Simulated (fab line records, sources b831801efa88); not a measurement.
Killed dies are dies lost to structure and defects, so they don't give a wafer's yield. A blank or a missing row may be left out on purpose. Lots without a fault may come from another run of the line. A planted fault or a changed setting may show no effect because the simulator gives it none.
Which tool did it? | flow sky130 | 11 lots, 33 wafers sampled, at 4 steps of a route of 708

WHAT THE GAUGES READ, wafer by wafer
SKY_DNWELL_TW_MEAS_09.
lot  | measured    | on            | DNWELL_TW
L812 | day 3 14:27 | film_metro-04 | 1140 1133 1128
L813 | day 3 14:49 | film_metro-04 | 1135 1132 1125
L814 | day 3 21:16 | film_metro-03 | 1110 1116 1111
L815 | day 3 21:40 | film_metro-03 | 1107 1103 1112
L816 | day 4 03:32 | film_metro-01 | 1109 1114 1110
L817 | day 4 08:03 | film_metro-03 | 1097 1108 1102
L819 | day 4 17:42 | film_metro-01 | 1102 1103 1107
L818 | day 4 19:55 | film_metro-03 | 361 360 360
L820 | day 5 00:11 | film_metro-03 | 363 361 365
L821 | day 5 06:45 | film_metro-01 | 359 358 359
L822 | day 5 11:16 | film_metro-03 | 357 358 358

SKY_PWDE_OVL_MEAS_07.
lot  | measured    | on         | PWDE_OVL (nm)
L812 | day 4 06:41 | overlay-02 | 0.0 0.6 0.1
L813 | day 4 07:27 | overlay-02 | 1.3 -2.5 1.0
L814 | day 4 14:12 | overlay-02 | 1.0 0.4 0.9
L815 | day 4 14:30 | overlay-02 | 1.1 -0.5 0.0
L816 | day 4 21:03 | overlay-01 | 1.8 0.6 -0.1
L817 | day 5 00:56 | overlay-01 | 0.1 -1.5 1.8
L819 | day 5 10:47 | overlay-02 | -0.5 -1.1 -0.6
L818 | day 5 13:00 | overlay-02 | -0.2 -2.3 -2.6
L820 | day 5 17:38 | overlay-01 | 2.7 2.0 1.0
L821 | day 6 00:44 | overlay-02 | 0.4 -2.1 -0.5
L822 | day 6 05:42 | overlay-01 | -0.7 -0.6 0.2

SKY_NWELL_OVL_MEAS_23.
lot  | measured    | on         | NWELL_01_OVL (nm)
L812 | day 5 18:15 | overlay-01 | 0.9 1.8 0.7
L813 | day 5 18:21 | overlay-02 | 0.4 -0.6 -1.1
L814 | day 6 02:03 | overlay-01 | -1.0 -2.6 0.2
L815 | day 6 02:28 | overlay-02 | -0.9 0.1 -1.6
L816 | day 6 10:15 | overlay-01 | 0.3 2.0 1.2
L817 | day 6 14:32 | overlay-02 | -1.0 0.1 1.3
L819 | day 7 01:22 | overlay-02 | -0.1 -0.1 -1.0
L818 | day 7 03:39 | overlay-01 | -1.7 0.6 0.8
L820 | day 7 08:17 | overlay-01 | 0.0 0.9 0.0
L821 | day 7 16:04 | overlay-02 | -0.6 -1.7 1.8
L822 | day 7 22:08 | overlay-01 | 0.9 0.6 0.8

WHICH TOOL RAN EACH LOT (tool, then ch and the chambers of the sampled wafers, then the start)
lot  | SKY_DNWELL_IMPLANT_07
L812 | implanter-02 ch 0, day 3 14:12
L813 | implanter-04 ch 0, day 3 14:34
L814 | implanter-04 ch 0, day 3 21:02
L815 | implanter-04 ch 0, day 3 21:25
L816 | implanter-02 ch 0, day 4 03:18
L817 | implanter-02 ch 0, day 4 07:48
L819 | implanter-04 ch 0, day 4 17:27
L818 | implanter-04 ch 0, day 4 19:41
L820 | implanter-04 ch 0, day 4 23:56
L821 | implanter-02 ch 0, day 5 06:30
L822 | implanter-04 ch 0, day 5 11:01
- SKY_DNWELL_IMPLANT_07

WHAT THE TOOLS THEMSELVES READ (means of the sampled wafers that have a number; where no wafer has one, the mark that the record gives instead)
SKY_DNWELL_IMPLANT_07.
lot  | tool         | end_station_pressure_torr (Torr)
L812 | implanter-02 | 4.92e-06
L813 | implanter-04 | 5.20e-06
L814 | implanter-04 | 5.16e-06
L815 | implanter-04 | 4.63e-06
L816 | implanter-02 | 4.88e-06
L817 | implanter-02 | 5.02e-06
L819 | implanter-04 | 5.13e-06
L818 | implanter-04 | 5.02e-06
L820 | implanter-04 | 4.86e-06
L821 | implanter-02 | 5.07e-06
L822 | implanter-04 | 5.11e-06

THE ANSWER, worked out from the rows above alone
Rule: what is usual is taken from the lots themselves. Put in order of their means at a reading, lots are off if they are a third of the lots or fewer, leave a main group of 4 or more, and stand apart from it by a gap of 3 or more times the standard deviation of the main group's means; of several such gaps the widest counts. A main group whose means are all the same, to the digits that the tables above print for the reading, isn't used. A lot without any number at a reading at which 4 lots or more have one is off too. The other lots that the step has rows for count as sound. The gauges are gone through in route order, then the tools' own readings, and for those a lot's mean is taken as printed above. The first step at which some lot is off is used, and at that step the reading that is off furthest; a lot without a number counts as furthest.
No lot is off at any reading shown: from this, nothing can be told.

WHAT THE SIMULATOR HAD PUT IN
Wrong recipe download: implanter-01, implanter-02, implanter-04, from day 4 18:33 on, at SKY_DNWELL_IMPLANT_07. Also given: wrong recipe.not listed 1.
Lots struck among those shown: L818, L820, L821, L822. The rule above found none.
